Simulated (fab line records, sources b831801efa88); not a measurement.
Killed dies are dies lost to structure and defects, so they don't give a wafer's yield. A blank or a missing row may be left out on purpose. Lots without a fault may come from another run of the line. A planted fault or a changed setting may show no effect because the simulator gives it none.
A struck lot beside a sound one | flow gf180mcu | 15 steps out of a route of 602
Sound: wafers L219.1, L219.3, L219.6. Struck: wafers L223.1, L223.4, L223.6. The cause comes at the end.
At each step with rows: each side's tool, then ch and its chambers, then its first start. Under that, the readings that differ: sound wafers | struck wafers | difference of the means | sigmas: that difference in standard deviations of wafers without a fault.
alike: readings whose means differ by less than 2 such deviations, and words and numbers that are the same on both sides. not compared: withheld readings, readings that some wafer has no value for, bounds like >300 that may hide the same value, and numbers for which the record gives no deviation and whose values overlap.
The two part at a step that has a row with sigmas, a row that says differs or no value, or rows on one side only. Numbers that don't overlap but have no deviation are shown without sigmas and don't part them. A reading that every wafer of one side lacks parts them only if that side has two wafers or more.

first, 2 steps without rows for these wafers: GF_DNWELL_DEVELOP_06 (develop time 60 s); GF_DNWELL_IMPLANT_07.
GF_DNWELL_STRIP_08: strips in O2/N2.
  sound on plasma_asher-03 ch 0,1, day 4 13:07; struck on plasma_asher-02 ch 1, day 5 09:16
  alike: drypump_motor_current_A, heater_power_w, oes_product_au, strip_time_to_endpoint_s
  not compared: rf_hours_counter_h
GF_DNWELL_TW_MEAS_09:
  sound on film_metro-03, day 4 13:13; struck on film_metro-03, day 5 09:22
  alike: DNWELL_TW
then, 7 steps without rows for these wafers: GF_NWELL_DEHYDRATE_00 (time 60 s); GF_NWELL_HMDS_01 (prime time 60 s); GF_NWELL_COAT_02 (resist thk 3000 nm); GF_NWELL_SOFTBAKE_03; GF_NWELL_EXPOSE_04 (exposes mask Nwell, target cd 860 nm); GF_NWELL_PEB_05; GF_NWELL_DEVELOP_06 (develop time 60 s).
GF_NWELL_OVL_MEAS_07:
  sound on overlay-02, day 5 02:59; struck on overlay-02, day 5 23:34
  reading        | sound          | struck      | difference | sigmas
  NWELL_OVL (nm) | -2.7 -0.5 -0.7 | 1.1 0.6 0.6 | +2.1       | +2
GF_NWELL_IMPLANT_08:
  sound on implanter-01 ch 0, day 5 03:02; struck on implanter-01 ch 0, day 5 23:37
  reading                   | sound                | struck               | difference | sigmas
  beam_energy_keV           | 449.81 449.63 449.90 | 464.84 464.74 464.59 | +14.94     | +99 or more
  model.implant.drp_nm (nm) | 123.9 123.9 123.9    | 125.8 125.8 125.8    | +1.9       |
then, 1 step without rows for these wafers: GF_NWELL_IMPLANT_09.
-- the record jumps here: 27 days lie between the struck wafers' starts before and after (it left off in module NWELL and takes up again in module PASSIVATION, whose first step shown is number 602 of the route) --
GF_PASSIVATION_PROBE_99:
  the record has rows for the struck wafers here (prober-01, day 32 12:34) and none for the sound ones

WHERE THEY PART
First at GF_NWELL_OVL_MEAS_07; last, within this record, at GF_PASSIVATION_PROBE_99.

WHY: what the simulator had put in
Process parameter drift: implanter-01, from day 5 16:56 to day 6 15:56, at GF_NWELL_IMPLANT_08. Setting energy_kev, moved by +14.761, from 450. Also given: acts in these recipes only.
